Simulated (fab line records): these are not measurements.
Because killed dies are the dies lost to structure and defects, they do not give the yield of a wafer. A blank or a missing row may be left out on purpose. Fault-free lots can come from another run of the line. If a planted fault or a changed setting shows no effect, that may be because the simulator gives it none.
The tool behind it: which one? + flow gf180mcu + 14 lots, 42 wafers sampled, at 2 steps of a route of 602

== WHAT THE GAUGES READ, wafer by wafer ==
GF_DUAL_GATE_THK_MEAS_03. Usual: DUAL_GATE_OXIDATION_00_THK 11.01 nm, standard deviation 0.2.
| lot  | measured     | on            | DUAL_GATE_OXIDATION_00_THK (nm) | flag |
|------|--------------|---------------|---------------------------------|------|
| L239 | day 7 15:39  | film-metro-01 | 11.51 11.47 11.46               |      |
| L240 | day 7 22:09  | film-metro-02 | 10.77 11.04 11.13               |      |
| L241 | day 8 01:00  | film-metro-01 | 11.24 11.21 11.07               |      |
| L242 | day 8 11:31  | film-metro-01 | 10.83 11.04 10.73               |      |
| L244 | day 9 01:55  | film-metro-03 | 10.49 10.64 10.66               |      |
| L245 | day 9 07:13  | film-metro-01 | 11.11 11.17 10.99               |      |
| L249 | day 10 10:26 | film-metro-01 | 9.20 9.37 9.40                  | OFF  |
| L251 | day 11 02:14 | film-metro-02 | 9.11 9.15 9.06                  | OFF  |
| L256 | day 12 10:59 | film-metro-01 | 11.32 11.27 11.14               |      |
| L257 | day 12 17:18 | film-metro-03 | 10.97 10.99 10.88               |      |
| L258 | day 13 00:59 | film-metro-03 | 11.13 11.31 11.27               |      |
| L260 | day 13 16:13 | film-metro-02 | 11.01 11.06 11.28               |      |
| L261 | day 14 07:59 | film-metro-03 | 11.00 11.11 11.11               |      |
| L262 | day 14 08:56 | film-metro-03 | 10.85 10.93 10.97               |      |

== EACH LOT AND THE TOOL THAT RAN IT (in order: tool; ch and the chambers of the sampled wafers; start) ==
| lot  | GF_DUAL_GATE_OXIDATION_02     |
|------|-------------------------------|
| L239 | furnace-02 ch 0, day 7 14:11  |
| L240 | furnace-01 ch 0, day 7 20:43  |
| L241 | furnace-01 ch 0, day 7 23:32  |
| L242 | furnace-02 ch 0, day 8 10:04  |
| L244 | furnace-02 ch 0, day 9 00:26  |
| L245 | furnace-02 ch 0, day 9 05:46  |
| L249 | furnace-02 ch 0, day 10 08:59 |
| L251 | furnace-02 ch 0, day 11 00:44 |
| L256 | furnace-01 ch 0, day 12 09:32 |
| L257 | furnace-01 ch 0, day 12 15:52 |
| L258 | furnace-01 ch 0, day 12 23:32 |
| L260 | furnace-01 ch 0, day 13 14:46 |
| L261 | furnace-01 ch 0, day 14 06:32 |
| L262 | furnace-02 ch 0, day 14 07:29 |
- GF_DUAL_GATE_OXIDATION_02: stabilise 600 s, purge 300 s, target thk 10.887 nm.

== WHAT THE TOOLS THEMSELVES READ (means of the sampled wafers that have a number; where no wafer has one, the mark that the record gives instead) ==
GF_DUAL_GATE_OXIDATION_02. Usual: value, then standard deviation, for each; spike-tc-bottom-C 919.0 C / 1.1; spike-tc-centre-C 901.2 C / 1.1; spike-tc-lower-C 900.4 C / 1.2; spike-tc-top-C 915.2 C / 2.5; spike-tc-upper-C 899.3 C / 1.2; tube-center-temp-C 900 C / 0.084; tube_center_temp_C_max 902.3 / 0.34.
| lot  | tool       | spike-tc-bottom-C (C) | spike-tc-centre-C (C) | spike-tc-lower-C (C) | spike-tc-top-C (C) | spike-tc-upper-C (C) | tube-center-temp-C (C) | tube_center_temp_C_max | flag |
|------|------------|-----------------------|-----------------------|----------------------|--------------------|----------------------|------------------------|------------------------|------|
| L239 | furnace-02 | 920.8                 | 901.8                 | 902.1                | 916.7              | 900.1                | 900                    | 902.4                  |      |
| L240 | furnace-01 | 918.8                 | 901.9                 | 900.5                | 913.0              | 898.2                | 900                    | 902.3                  |      |
| L241 | furnace-01 | 918.6                 | 902.3                 | 899.1                | 912.3              | 897.5                | 900                    | 902.4                  |      |
| L242 | furnace-02 | 919.2                 | 900.1                 | 900.9                | 918.1              | 900.0                | 900                    | 902.3                  |      |
| L244 | furnace-02 | 919.4                 | 901.9                 | 901.0                | 916.8              | 901.0                | 900                    | 902.1                  |      |
| L245 | furnace-02 | 919.4                 | 899.9                 | 901.6                | 917.2              | 901.2                | 900                    | 902.3                  |      |
| L249 | furnace-02 | 903.8                 | 884.3                 | 884.5                | 902.7              | 884.2                | 884                    | 886.9                  | OFF  |
| L251 | furnace-02 | 904.8                 | 884.3                 | 884.9                | 902.3              | 884.5                | 884                    | 886.5                  | OFF  |
| L256 | furnace-01 | 918.5                 | 900.9                 | 899.1                | 912.6              | 898.5                | 900                    | 902.3                  |      |
| L257 | furnace-01 | 919.6                 | 900.7                 | 899.0                | 913.0              | 898.9                | 900                    | 902.4                  |      |
| L258 | furnace-01 | 919.3                 | 903.1                 | 900.3                | 914.5              | 898.6                | 900                    | 902.1                  |      |
| L260 | furnace-01 | 919.5                 | 902.4                 | 899.7                | 912.7              | 898.6                | 900                    | 902.0                  |      |
| L261 | furnace-01 | 918.8                 | 901.5                 | 899.9                | 913.9              | 898.6                | 900                    | 902.4                  |      |
| L262 | furnace-02 | 918.3                 | 900.9                 | 901.1                | 917.2              | 900.0                | 900                    | 902.7                  |      |

== THE ANSWER, worked out from the rows above alone ==
Rule: lot off if the mean of its wafers having a number is beyond 3 standard deviations from the usual mean. A lot without any number at a reading at which 4 lots or more have one is off too. Where the step has rows for the other lots, those lots are counted as sound. First the gauges in route order, then the tools' own readings, where a lot's mean is used as printed above. At the first step where some lot is off, the reading lying furthest off is the one used; lots without a number count as furthest.
Off: L249, L251, at GF_DUAL_GATE_THK_MEAS_03 (DUAL_GATE_OXIDATION_00_THK).
A tool fits if, at a process step before that reading, it ran every lot that is off, and no sound lot after the first of them. Not tried: the gauges at GF_DUAL_GATE_THK_MEAS_03; whatever is off there is also off at GF_DUAL_GATE_OXIDATION_02, on other tools, and gauge error can't account for it. No candidate that was tried fits.

== WHAT THE SIMULATOR HAD INSERTED ==
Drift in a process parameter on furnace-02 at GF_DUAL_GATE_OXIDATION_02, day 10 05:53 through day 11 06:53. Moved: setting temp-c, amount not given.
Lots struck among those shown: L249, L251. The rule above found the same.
